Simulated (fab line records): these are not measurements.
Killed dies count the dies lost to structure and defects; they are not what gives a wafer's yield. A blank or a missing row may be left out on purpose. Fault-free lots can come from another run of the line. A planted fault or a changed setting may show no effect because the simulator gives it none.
Comparing a struck lot with a sound one ; flow sky130 ; 48 out of 708 route steps
Sound: the wafers L661.3, L661.4, L661.5. The struck wafers were L651.2, L651.5, L651.6. The cause comes at the end.
For every step that has rows: the tool of each side, followed by ch and its chambers, followed by its first start. Under that, the readings that differ: sound wafers ; struck wafers ; difference of the means ; sigmas: that difference in standard deviations of wafers without a fault.
alike: readings whose means differ by less than 2 such deviations, and words and numbers that are the same on both sides. not compared: withheld readings, readings that some wafer has no value for, bounds like >300 that may hide the same value, and numbers for which the record gives no deviation and whose values overlap.
The two part at a step that has a row with sigmas, a row that says differs or no value, or rows on one side only. Numbers that have no deviation but don't overlap get no sigmas and don't part them. Lack of a reading on every wafer of one side parts them only where that side has two or more wafers.

first, 1 step without rows for these wafers: SKY_VT_ADJUST_HVTR_IMPLANT_09.
SKY_VT_ADJUST_HVTR_STRIP_10: strips in O2/N2.
  sound on plasma_asher-02 ch 0,1, day 14 07:38; struck on plasma_asher-02 ch 0,1, day 11 00:34
  alike: chamber_pressure_mTorr, drypump_motor_current_A, oes_product_au, strip_time_to_endpoint_s
  not compared: rf_hours_counter_h
SKY_VT_ADJUST_HVTR_TW_MEAS_11:
  sound on film_metro-03 at day 14 07:44; struck on film_metro-03 at day 11 00:40
  alike: VT_ADJUST_HVTR_TW
then, 7 steps without rows for these wafers: SKY_VT_ADJUST_PCH_DEHYDRATE_00 (time 60 s); SKY_VT_ADJUST_PCH_HMDS_01 (prime time 60 s); SKY_VT_ADJUST_PCH_COAT_02 (resist thk 3000 nm); SKY_VT_ADJUST_PCH_SOFTBAKE_03; SKY_VT_ADJUST_PCH_EXPOSE_04 (exposes mask NWM, target cd 840 nm); SKY_VT_ADJUST_PCH_PEB_05; SKY_VT_ADJUST_PCH_DEVELOP_06 (develop time 60 s).
SKY_VT_ADJUST_PCH_OVL_MEAS_07:
  sound on overlay-01 at day 15 11:06; struck on overlay-02 at day 12 01:33
  alike: VT_ADJUST_PCH_OVL
after that, 1 step had no rows for these wafers: SKY_VT_ADJUST_PCH_IMPLANT_08.
SKY_VT_ADJUST_PCH_STRIP_09: strips in O2/N2.
  sound on plasma_asher-03 ch 0,1, day 15 11:19; struck on plasma_asher-04 ch 0,1, day 12 01:44
  no value came back on the struck wafers for chamber_pressure_mTorr (mTorr), drypump_motor_current_A (A), oes_product_au (a.u.), strip_time_to_endpoint_s (s); on the sound wafers chamber_pressure_mTorr (mTorr) reads 1499.8 1498.7 1497.3
reading;sound;struck;difference;sigmas
model.coat_of_VT_ADJUST_PCH_COAT_02.thk_nm (nm);0 0 0;2992 2989 2983;+2988;
  not compared: rf_hours_counter_h
SKY_VT_ADJUST_PCH_TW_MEAS_10:
  sound on film_metro-03 at day 15 11:24; struck on film_metro-04 at day 12 01:50
reading;sound;struck;difference;sigmas
VT_ADJUST_PCH_TW;145.6 145.5 145.6;141.3 142.1 141.4;-4.0;-2
then, 7 steps without rows for these wafers: SKY_SONOS_TUNNEL_DEHYDRATE_00 (time 60 s); SKY_SONOS_TUNNEL_HMDS_01 (prime time 60 s); SKY_SONOS_TUNNEL_COAT_02 (resist thk 1140 nm); SKY_SONOS_TUNNEL_SOFTBAKE_03 (time 60 s); SKY_SONOS_TUNNEL_EXPOSE_04 (exposes mask TUNM, target cd 410 nm); SKY_SONOS_TUNNEL_PEB_05; SKY_SONOS_TUNNEL_DEVELOP_06 (develop time 60 s).
SKY_SONOS_TUNNEL_CD_MEAS_07: target cd 410 nm.
  sound on cd_sem-01 at day 16 14:41; struck on cd_sem-02 at day 13 03:01
  alike: cd_nm
SKY_SONOS_TUNNEL_OVL_MEAS_08:
  sound on overlay-01 at day 16 14:47; struck on overlay-02 at day 13 03:08
  alike: SONOS_TUNNEL_OVL
then, 2 steps without rows for these wafers: SKY_SONOS_TUNNEL_IMPLANT_09; SKY_SONOS_TUNNEL_WET_ETCH_10 (etches SiO2 in dHF, target depth 14 nm, time 280 s).
SKY_SONOS_TUNNEL_STRIP_11: strips in SPM, time 600 s.
  sound on wet_bench-03 ch 0, day 16 15:03; struck on wet_bench-04 ch 0, day 13 03:24
reading;sound;struck;difference;sigmas
model.NOVOLAK_of_SONOS_TUNNEL_COAT_02.thk_nm (nm);0 0 0;1143 1142 1147;+1144;
  alike: bath_guard_temp_C, bath_heat_duty_pct
SKY_SONOS_TUNNEL_TW_MEAS_12:
  sound on film_metro-03 at day 16 15:15; struck on film_metro-01 at day 13 03:37
reading;sound;struck;difference;sigmas
SONOS_TUNNEL_TW;202.9 201.6 202.0;30.1 30.3 30.1;-172.0;-75
then, 2 steps without rows for these wafers: SKY_SONOS_TUNNEL_CLEAN_13 (cleans in dHF, time 20 s); SKY_SONOS_ONO_OXIDATION_00 (stabilise 600 s, purge 300 s, target thk 2.6 nm).
SKY_SONOS_ONO_THK_MEAS_01:
  sound on film_metro-04 at day 16 17:08; struck on film_metro-01 at day 13 07:50
  alike: SONOS_ONO_OXIDATION_THK
then, 1 step without rows for these wafers: SKY_SONOS_ONO_CVD_02 (deposits Si3N4 from DCS/NH3, target thk 10.5 nm, time 180 s).
SKY_SONOS_ONO_THK_MEAS_03:
  sound on film_metro-02 at day 16 18:14; struck on film_metro-04 at day 13 09:15
  alike: SONOS_ONO_CVD_02_THK
then, 1 step without rows for these wafers: SKY_SONOS_ONO_CVD_04 (deposits SiO2 from SiH4/N2O, target thk 5.7199 nm).
SKY_SONOS_ONO_THK_MEAS_05:
  sound on film_metro-02 at day 16 19:33; struck on film_metro-01 at day 13 10:34
  alike: SONOS_ONO_CVD_04_THK
then, 7 steps without rows for these wafers: SKY_SONOS_ONO_DEHYDRATE_06 (time 60 s); SKY_SONOS_ONO_HMDS_07 (prime time 60 s); SKY_SONOS_ONO_COAT_08 (resist thk 1140 nm); SKY_SONOS_ONO_SOFTBAKE_09 (time 60 s); SKY_SONOS_ONO_EXPOSE_10 (exposes mask ONOM, target cd 410 nm); SKY_SONOS_ONO_PEB_11; SKY_SONOS_ONO_DEVELOP_12 (develop time 60 s).
SKY_SONOS_ONO_CD_MEAS_13: target cd 410 nm.
  sound on cd_sem-01 at day 18 00:59; struck on cd_sem-01 at day 14 12:32
  alike: cd_nm
-- record jumps: 15 days separate the struck wafers' starts on either side; left off in module SONOS_ONO, taken up again in module LI_CONTACT, whose first shown step is the route's number 365 --
SKY_LI_CONTACT_BOW_MEAS_03:
  sound on film_metro-04 at day 33 07:40; struck on film_metro-04 at day 29 21:21
reading;sound;struck;difference;sigmas
LI_CONTACT_BOW (um);62 58 61;24 17 17;-41;-7
-- the record jumps here: 2 days lie between the struck wafers' starts before and after (it left off in module LI_CONTACT and takes up again in module CONTACT, whose first step shown is number 411 of the route) --
SKY_CONTACT_BOW_MEAS_05:
  sound on film_metro-01 at day 35 15:52; struck on film_metro-02 at day 32 04:28
reading;sound;struck;difference;sigmas
CONTACT_BOW (um);89 82 85;52 45 45;-38;-6
-- the record jumps here: 2 days lie between the struck wafers' starts before and after (it left off in module CONTACT and takes up again in module VIA1, whose first step shown is number 461 of the route) --
SKY_VIA1_BOW_MEAS_03:
  sound on film_metro-02 at day 38 00:40; struck on film_metro-03 at day 34 13:15
reading;sound;struck;difference;sigmas
VIA1_BOW (um);85 80 81;51 45 45;-35;-5
-- the record jumps here: 2 days lie between the struck wafers' starts before and after (it left off in module VIA1 and takes up again in module VIA2, whose first step shown is number 510 of the route) --
SKY_VIA2_BOW_MEAS_03:
  sound on film_metro-01 at day 40 07:14; struck on film_metro-01 at day 36 22:21
reading;sound;struck;difference;sigmas
VIA2_BOW (um);92 86 89;57 51 51;-36;-5
-- the record jumps here: 3 days lie between the struck wafers' starts before and after (it left off in module VIA2 and takes up again in module VIA3, whose first step shown is number 576 of the route) --
SKY_VIA3_BOW_MEAS_03:
  sound on film_metro-03 at day 43 08:24; struck on film_metro-03 at day 40 08:04
reading;sound;struck;difference;sigmas
VIA3_BOW (um);82 77 78;45 40 40;-37;-5
-- the record jumps here: 3 days lie between the struck wafers' starts before and after (it left off in module VIA3 and takes up again in module VIA4, whose first step shown is number 642 of the route) --
SKY_VIA4_BOW_MEAS_03:
  sound on film_metro-01 at day 46 04:53; struck on film_metro-01 at day 43 11:08
reading;sound;struck;difference;sigmas
VIA4_BOW (um);84 77 81;47 42 38;-38;-5

== WHERE THEY PART ==
First at SKY_VT_ADJUST_PCH_STRIP_09; last, within this record, at SKY_VIA4_BOW_MEAS_03.

WHY: what the simulator had put in
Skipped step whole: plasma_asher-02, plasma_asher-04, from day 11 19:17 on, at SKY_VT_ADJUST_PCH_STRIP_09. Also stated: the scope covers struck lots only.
